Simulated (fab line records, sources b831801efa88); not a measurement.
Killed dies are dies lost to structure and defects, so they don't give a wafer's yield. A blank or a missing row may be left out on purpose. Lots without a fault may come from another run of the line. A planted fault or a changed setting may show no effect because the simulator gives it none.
Chamber matching | flow sky130 | SKY_CONTACT_CVD_00 on pecvd-02: 3 sister chambers
The step deposits Si3N4, target thk 75 nm. 14 wafers are shown with their chamber, then 7 later ones without.

WAFERS WITH THEIR CHAMBER
wafer  | chamber | heater_power_w (W)
L074.2 | 0       | 771
L074.3 | 2       | 767
L074.4 | 2       | 772
L077.1 | 1       | 767
L077.2 | 2       | 767
L077.3 | 0       | 701
L077.4 | 0       | 717
L077.5 | 2       | 757
L077.6 | 1       | 746
L084.2 | 1       | 768
L084.5 | 2       | 734
L084.6 | 0       | 770
L087.4 | 1       | 756
L087.5 | 0       | 790

SIGNATURES (means of the wafers above)
reading        | chamber 0 | chamber 1 | chamber 2 | scatter within a chamber
heater_power_w | 749.80    | 759.25    | 759.40    | 25.5
Rule: a wafer's distance from a chamber is the root of the sum, over the readings, of the square of ((its reading less the chamber's mean) divided by the reading's scatter). The wafer belongs to the nearest chamber; if the next one is less than 2 further off, it can't be placed. The scatter: the root of (the sum of the squares of (reading less its chamber's mean) over the shown wafers, divided by (wafers less chambers)).

WAFERS WITHOUT THEIR CHAMBER
wafer  | heater_power_w (W)
L087.6 | 690
L094.2 | 801
L094.3 | 800
L094.4 | 645
L097.1 | 660
L097.3 | 843
L097.6 | 743

WHICH CHAMBER EACH WENT THROUGH
wafer  | from the rows above          | in truth
L087.6 | can't be placed: 0 or 1 or 2 | 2
L094.2 | can't be placed: 2 or 1 or 0 | 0
L094.3 | can't be placed: 2 or 1 or 0 | 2
L094.4 | can't be placed: 0 or 1 or 2 | 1
L097.1 | can't be placed: 0 or 1 or 2 | 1
L097.3 | can't be placed: 2 or 1 or 0 | 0
L097.6 | can't be placed: 0 or 1 or 2 | 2
Placed correctly: 0 of 7. Can't be placed from these rows: 7 (the true chamber is among the candidates in 7). Placed wrongly: 0.
